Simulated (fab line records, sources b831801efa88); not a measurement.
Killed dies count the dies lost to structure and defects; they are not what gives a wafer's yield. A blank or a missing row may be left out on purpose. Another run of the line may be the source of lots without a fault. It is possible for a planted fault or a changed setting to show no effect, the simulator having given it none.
Chamber matching    flow gf180mcu    3 sister chambers for GF_MIM_CVD_05 on pecvd-01
The step deposits Si3N4, target thk 42 nm, time 29.086 s. 3 wafers are shown with their chamber, then 12 later ones without.

## WAFERS, EACH WITH ITS CHAMBER
wafer   chamber  heater_power_w (W)
L092.1  1        500
L092.2  2        619
L092.3  0        666

## WAFERS WITH NO CHAMBER GIVEN
wafer   heater_power_w (W)
L092.4  504
L092.5  654
L092.6  634
L094.1  796
L094.2  581
L094.3  677
L093.1  651
L093.2  570
L093.6  652
L095.1  762
L095.4  603
L095.6  750

## CHAMBER TAKEN BY EACH
wafer   from the rows above           in truth
L092.4  can't be placed: 1 or 2       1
L092.5  can't be placed: 0 or 2       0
L092.6  can't be placed: 2 or 0       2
L094.1  can't be placed: 0 or 2       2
L094.2  can't be placed: 2 or 1 or 0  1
L094.3  can't be placed: 0 or 2       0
L093.1  can't be placed: 0 or 2       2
L093.2  can't be placed: 2 or 1 or 0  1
L093.6  can't be placed: 0 or 2       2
L095.1  can't be placed: 0 or 2       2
L095.4  can't be placed: 2 or 0 or 1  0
L095.6  can't be placed: 0 or 2       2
Correctly placed: 0 of 12. From these rows, 12 cannot be placed; in 12 the true chamber is one of the candidates. 0 placed wrongly.
How it was worked out, from the rows above alone: a wafer's distance from a chamber is the root of the sum, over the readings, of the square of ((its reading less the chamber's mean) divided by the reading's scatter). The wafer belongs to the nearest chamber; if the next one is less than 2 further off, it can't be placed. Each chamber's mean is taken over the wafers shown for it. The scatter: root of mean squared gap, hidden wafer to nearest shown wafer, with one shown wafer a chamber.
